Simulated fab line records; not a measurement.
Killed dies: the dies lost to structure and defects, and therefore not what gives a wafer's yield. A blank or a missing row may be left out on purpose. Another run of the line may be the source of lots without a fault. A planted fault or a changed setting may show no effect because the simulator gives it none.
fab line records    flow sky130
record: lots: 13  wafers: 39  lastDay: 48
route steps=708 shown VT_ADJUST_NCORE@126 LDD_P@263 LDD_HVP@286 SD_P@359
lots untouched by any fault: they come from a run of this same line in which no faults occurred
startH: hours from the record's first day to the start of the lot's first wafer shown    waitH: how many hours have passed since the lot's step before this one    " repeats the value in the row above    L1.1+2: one row covering several wafers at once    - value missing, or start not given    * or withheld: withheld    < > ~ a bound
route shown NAME@n: a module of which the file shows steps, and the number in the route of the first    usual: mean/standard deviation of fault-free wafers    same: alike in all rows    chamber/n: place in a boat    sites: the reading at each site    _std_site: their standard deviation    _edge_site: the outer-site mean with the inner-site mean subtracted    radiusMm: for every site, how far away it sits from the centre of the wafer    mask NAME#n: copy n    behind: the most recent tool/chamber to have shaped the wafer    hold: cause of the lot's hold/its duration in hours/its outcome    device: the transistor (n, p or np) that didn't switch    end of line: tests of these same wafers at the route's end    a step given without rows: its recipe and nothing more    killed: at the first sort, the dies lost to defects and structure; wafer yield is something else    map: dies across one wafer; x = killed, . = not, _ = none there
set.NAME: the setting that was run; set.NAME@STEP: the one run at that earlier step    model.NAME: the simulator's own value behind a step, which no gauge read
one table for each step of the route and one row for each wafer, over a sample of lots
services: the hour from which a tool's chamber was out of use, counted from the record's first day as startH (under 0 if before that day), plus the number of hours and why
== steps ==
step: SKY_VT_ADJUST_NCORE_CD_MEAS_07
recipe: targetCdNm: 380
usual: cdNm: 379.9/2.3
lot.wafer  tool      chamber  startH  waitH  cdNm
L904.1     cdSem-01  -        178.87  0.1    380.0
L904.3     "         -        "       "      376.5
L904.6     "         -        "       "      377.5
L905.2     cdSem-02  -        185.15  0.1    383.0
L905.3     "         -        "       "      381.3
L905.6     "         -        "       "      382.1
L906.2     cdSem-02  -        193.82  0.1    380.3
L906.4     "         -        "       "      380.3
L906.6     "         -        "       "      380.2
L907.2     cdSem-01  -        201.55  0.1    382.5
L907.4     "         -        "       "      379.8
L907.6     "         -        "       "      383.0
L908.2     cdSem-01  -        205.37  0.1    379.7
L908.4     "         -        "       "      379.7
L908.5     "         -        "       "      377.7
L909.2     cdSem-01  -        216.82  0.1    378.7
L909.3     "         -        "       "      379.4
L909.6     "         -        "       "      380.9
L910.2     cdSem-01  -        225.77  0.1    383.6
L910.5     "         -        "       "      381.3
L910.6     "         -        "       "      379.9
L911.2     cdSem-02  -        231.07  0.1    378.5
L911.3     "         -        "       "      377.7
L911.6     "         -        "       "      377.5
L912.1     cdSem-02  -        237.07  0.1    378.5
L912.2     "         -        "       "      383.2
L912.3     "         -        "       "      381.3
L914.1     cdSem-01  -        251.18  0.1    381.1
L914.2     "         -        "       "      380.6
L914.3     "         -        "       "      378.1
L915.2     cdSem-01  -        255.75  0.1    379.8
L915.3     "         -        "       "      383.9
L915.6     "         -        "       "      380.6
L916.2     cdSem-01  -        263.97  0.1    379.0
L916.4     "         -        "       "      380.0
L916.6     "         -        "       "      378.2
L917.3     cdSem-01  -        273.94  0.1    381.7
L917.5     "         -        "       "      382.6
L917.6     "         -        "       "      380.9
step: SKY_LDD_P_OVL_MEAS_08
usual: LDD_P_OVL: -2.1/1.9
lot.wafer  tool        chamber  startH  waitH  LDD_P_OVL[nm]
L904.1     overlay-02  -        426.52  0.1    -2.1
L904.3     "           -        "       "      -3.5
L904.6     "           -        "       "      -4.7
L905.2     overlay-01  -        433.67  0.1    -2.1
L905.3     "           -        "       "      -2.1
L905.6     "           -        "       "      -3.0
L906.2     overlay-02  -        443.97  0.1    0.6
L906.4     "           -        "       "      0.5
L906.6     "           -        "       "      -0.7
L907.2     overlay-02  -        460.78  0.1    -1.0
L907.4     "           -        "       "      -1.5
L907.6     "           -        "       "      -0.5
L908.2     overlay-02  -        463.82  0.1    -1.6
L908.4     "           -        "       "      -1.4
L908.5     "           -        "       "      -1.9
L909.2     overlay-01  -        478.17  0.1    -0.5
L909.3     "           -        "       "      1.0
L909.6     "           -        "       "      -0.5
L910.2     overlay-01  -        492.47  0.1    -3.0
L910.5     "           -        "       "      -1.9
L910.6     "           -        "       "      -1.5
L911.2     overlay-02  -        497.27  0.1    2.0
L911.3     "           -        "       "      2.1
L911.6     "           -        "       "      1.4
L912.1     overlay-02  -        506.19  0.1    -3.6
L912.2     "           -        "       "      -4.5
L912.3     "           -        "       "      -4.4
L914.1     overlay-01  -        522.61  0.1    -2.1
L914.2     "           -        "       "      -3.4
L914.3     "           -        "       "      -2.6
L915.2     overlay-01  -        529.17  0.1    -2.1
L915.3     "           -        "       "      -1.5
L915.6     "           -        "       "      -3.8
L916.2     overlay-01  -        537.20  0.1    -4.4
L916.4     "           -        "       "      -4.5
L916.6     "           -        "       "      -4.3
L917.3     overlay-01  -        550.42  0.1    -1.4
L917.5     "           -        "       "      -1.8
L917.6     "           -        "       "      -3.3
step: SKY_LDD_HVP_IMPLANT_08
recipe: species: B  energyKev: 20  doseCm2: 1.7e+13  tiltDeg: 17.9
usual: implantIonAmu: 11/0
lot.wafer  tool          chamber  startH  waitH  implantIonAmu
L904.1     implanter-03  0        489.28  0.0    11
L904.3     "             0        "       "      11
L904.6     "             0        "       "      11
L905.2     implanter-03  0        495.56  0.0    11
L905.3     "             0        "       "      11
L905.6     "             0        "       "      11
L906.2     implanter-04  0        505.74  0.0    11
L906.4     "             0        "       "      11
L906.6     "             0        "       "      11
L907.2     implanter-01  0        522.25  0.0    11
L907.4     "             0        "       "      11
L907.6     "             0        "       "      11
L908.2     implanter-01  0        525.76  0.0    11
L908.4     "             0        "       "      11
L908.5     "             0        "       "      11
L909.2     implanter-04  0        539.05  0.0    11
L909.3     "             0        "       "      11
L909.6     "             0        "       "      11
L910.2     implanter-04  0        553.35  0.0    11
L910.5     "             0        "       "      11
L910.6     "             0        "       "      11
L911.2     implanter-04  0        557.59  0.0    11
L911.3     "             0        "       "      11
L911.6     "             0        "       "      11
L912.1     implanter-03  0        566.31  0.0    11
L912.2     "             0        "       "      11
L912.3     "             0        "       "      11
L914.1     implanter-04  0        583.13  0.0    49
L914.2     "             0        "       "      49
L914.3     "             0        "       "      49
L915.2     implanter-04  0        589.09  0.0    49
L915.3     "             0        "       "      49
L915.6     "             0        "       "      49
L916.2     implanter-03  0        596.60  0.0    49
L916.4     "             0        "       "      49
L916.6     "             0        "       "      49
L917.3     implanter-04  0        609.03  0.1    49
L917.5     "             0        "       "      49
L917.6     "             0        "       "      49
step: SKY_LDD_HVP_TW_MEAS_10
usual: LDD_HVP_TW: 455/3.6
lot.wafer  tool          chamber  startH  waitH  LDD_HVP_TW
L904.1     filmMetro-01  -        489.53  0.1    450
L904.3     "             -        "       "      449
L904.6     "             -        "       "      451
L905.2     filmMetro-01  -        495.79  0.1    450
L905.3     "             -        "       "      452
L905.6     "             -        "       "      448
L906.2     filmMetro-01  -        505.97  0.1    450
L906.4     "             -        "       "      451
L906.6     "             -        "       "      450
L907.2     filmMetro-01  -        522.49  0.1    449
L907.4     "             -        "       "      455
L907.6     "             -        "       "      451
L908.2     filmMetro-01  -        525.99  0.1    451
L908.4     "             -        "       "      452
L908.5     "             -        "       "      450
L909.2     filmMetro-01  -        539.29  0.1    451
L909.3     "             -        "       "      454
L909.6     "             -        "       "      454
L910.2     filmMetro-02  -        553.59  0.1    458
L910.5     "             -        "       "      459
L910.6     "             -        "       "      457
L911.2     filmMetro-01  -        557.82  0.1    449
L911.3     "             -        "       "      452
L911.6     "             -        "       "      453
L912.1     filmMetro-04  -        566.56  0.1    456
L912.2     "             -        "       "      456
L912.3     "             -        "       "      457
L914.1     filmMetro-02  -        583.38  0.1    713
L914.2     "             -        "       "      711
L914.3     "             -        "       "      715
L915.2     filmMetro-04  -        589.32  0.1    706
L915.3     "             -        "       "      703
L915.6     "             -        "       "      708
L916.2     filmMetro-04  -        596.84  0.1    704
L916.4     "             -        "       "      705
L916.6     "             -        "       "      702
L917.3     filmMetro-02  -        609.25  0.1    708
L917.5     "             -        "       "      707
L917.6     "             -        "       "      712
step: SKY_SD_N_RS_MEAS_17
recipe: thkMeasGauge: four-point-probe
usual: SD_P_RS: 147.0/0.43
lot.wafer  tool          chamber  startH  waitH  SD_P_RS[ohm/sq]
L904.1     filmMetro-03  -        641.27  0.1    146.8
L904.3     "             -        "       "      147.1
L904.6     "             -        "       "      147.1
L905.2     filmMetro-01  -        648.51  0.1    147.1
L905.3     "             -        "       "      146.6
L905.6     "             -        "       "      146.7
L906.2     filmMetro-02  -        658.80  0.1    146.7
L906.4     "             -        "       "      146.8
L906.6     "             -        "       "      147.1
L907.2     filmMetro-02  -        673.01  0.1    147.4
L907.4     "             -        "       "      147.4
L907.6     "             -        "       "      147.3
L908.2     filmMetro-03  -        675.75  0.1    147.8
L908.4     "             -        "       "      147.8
L908.5     "             -        "       "      147.4
L909.2     filmMetro-01  -        689.46  0.1    147.1
L909.3     "             -        "       "      147.0
L909.6     "             -        "       "      147.5
L910.2     filmMetro-02  -        702.03  0.1    147.9
L910.5     "             -        "       "      147.4
L910.6     "             -        "       "      147.5
L911.2     filmMetro-02  -        705.48  0.1    147.0
L911.3     "             -        "       "      147.0
L911.6     "             -        "       "      146.7
L912.1     filmMetro-02  -        713.24  0.1    147.8
L912.2     "             -        "       "      147.1
L912.3     "             -        "       "      147.5
L914.1     filmMetro-03  -        730.54  0.1    146.9
L914.2     "             -        "       "      146.8
L914.3     "             -        "       "      147.3
L915.2     filmMetro-01  -        735.50  0.1    146.6
L915.3     "             -        "       "      146.7
L915.6     "             -        "       "      146.6
L916.2     filmMetro-01  -        742.65  0.1    146.4
L916.4     "             -        "       "      146.2
L916.6     "             -        "       "      146.5
L917.3     filmMetro-03  -        752.87  0.1    146.6
L917.5     "             -        "       "      146.9
L917.6     "             -        "       "      146.6
== services ==
tool          chamber  startH  hours  kind
implanter-03  -        475.12  3.2    repair
implanter-01  -        530.61  1.2    repair
implanter-04  -        547.65  1.6    repair
implanter-03  -        566.84  10.9   pm
== key ==
firstSign: step: SKY_LDD_HVP_IMPLANT_08  reading: implantIonAmu  direction: up  sigmas: 99+  usual: 11  struck: 49
effect: step: SKY_LDD_HVP_TW_MEAS_10  reading: LDD_HVP_TW  direction: up  sigmas: 71  usual: 455  struck: 708
metAt SKY_LDD_HVP_IMPLANT_08
struckLots L914,L915,L916,L917
testerLeftOut L914,L915,L916,L917
notActingAt SKY_VT_ADJUST_NCORE_CD_MEAS_07,SKY_LDD_P_OVL_MEAS_08,SKY_SD_N_RS_MEAS_17
onsetBetween 566.31 583.13
fault: kind: wrongRecipeDownload  tool: implanter-01,implanter-03,implanter-04  chamber: -  onsetH: 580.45  steps: SKY_LDD_HVP_IMPLANT_08  wrongRecipe.notListed: 1
testerLeftOut: of these lots the tester's yield and bins aren't shown, on N5 and GAA mostly nor the transistor test; their killed dies are dies lost to structure and defects alone, not to doping, threshold or leakage, so they don't give the yield
